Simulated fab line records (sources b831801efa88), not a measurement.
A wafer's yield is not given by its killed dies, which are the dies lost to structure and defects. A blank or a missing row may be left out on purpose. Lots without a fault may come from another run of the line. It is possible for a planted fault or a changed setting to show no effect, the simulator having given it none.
Which tool did it? ; flow gf180mcu ; 18 wafers from 6 lots sampled at 4 of the route's 602 steps

== WHAT THE GAUGES SHOWED, per wafer ==
GF_V4_CD_MEAS_14: target cd 260 nm.
lot;measured;on;cd_nm (nm)
L973;day 24 18:25;cd_sem-01;260.1 261.7 260.3
L975;day 25 10:11;cd_sem-02;260.9 262.1 262.8
L982;day 28 02:08;cd_sem-01;260.8 260.3 260.3
L983;day 28 11:44;cd_sem-01;258.7 259.5 258.9
L987;day 29 13:38;cd_sem-01;259.5 261.2 260.1
L994;day 31 02:16;cd_sem-01;262.8 262.1 261.8

== TOOL THAT RAN EACH LOT (tool first, then ch and the chambers of the sampled wafers, then the start) ==
lot;GF_M2_SPUTTER_02;GF_M3_SPUTTER_00;GF_M3_SPUTTER_01
L973;pvd_sputter-01, day 18 13:32;pvd_sputter-04, day 20 17:28;pvd_sputter-04, day 20 17:34
L975;pvd_sputter-04, day 19 07:04;pvd_sputter-04, day 21 10:58;pvd_sputter-04, day 21 11:04
L982;pvd_sputter-01, day 22 09:42;pvd_sputter-04, day 24 09:47;pvd_sputter-04, day 24 09:53
L983;pvd_sputter-01, day 22 22:24;pvd_sputter-04, day 24 22:01;pvd_sputter-04, day 24 22:07
L987;pvd_sputter-03, day 24 03:46;pvd_sputter-04, day 26 02:34;pvd_sputter-04, day 26 02:40
L994;pvd_sputter-01, day 25 22:31;pvd_sputter-04, day 27 18:40;pvd_sputter-04, day 27 18:46
- GF_M2_SPUTTER_02: material AlCu, target thk 450 nm, time 23.9 s.
- GF_M3_SPUTTER_00: material Ti, target thk 37.5 nm, time 150 s.
- GF_M3_SPUTTER_01: material TiN, target thk 30 nm, time 25 s.

== THE ANSWER, worked out from the rows above alone ==
Rule: the usual values come from the lots themselves. Put in order of their means at a reading, lots are off if they are a third of the lots or fewer, leave a main group of 4 or more, and stand apart from it by a gap of 3 or more times the standard deviation of the main group's means; of several such gaps the widest counts. If all means in a main group match to the digits the tables above print for the reading, that group is not used. Also off: a lot with no number at a reading for which 4 or more lots have one. All remaining lots with rows at the step are treated as sound.
None of the lots is off at any reading shown; this tells nothing.

== WHAT HAD BEEN PUT IN BY THE SIMULATOR ==
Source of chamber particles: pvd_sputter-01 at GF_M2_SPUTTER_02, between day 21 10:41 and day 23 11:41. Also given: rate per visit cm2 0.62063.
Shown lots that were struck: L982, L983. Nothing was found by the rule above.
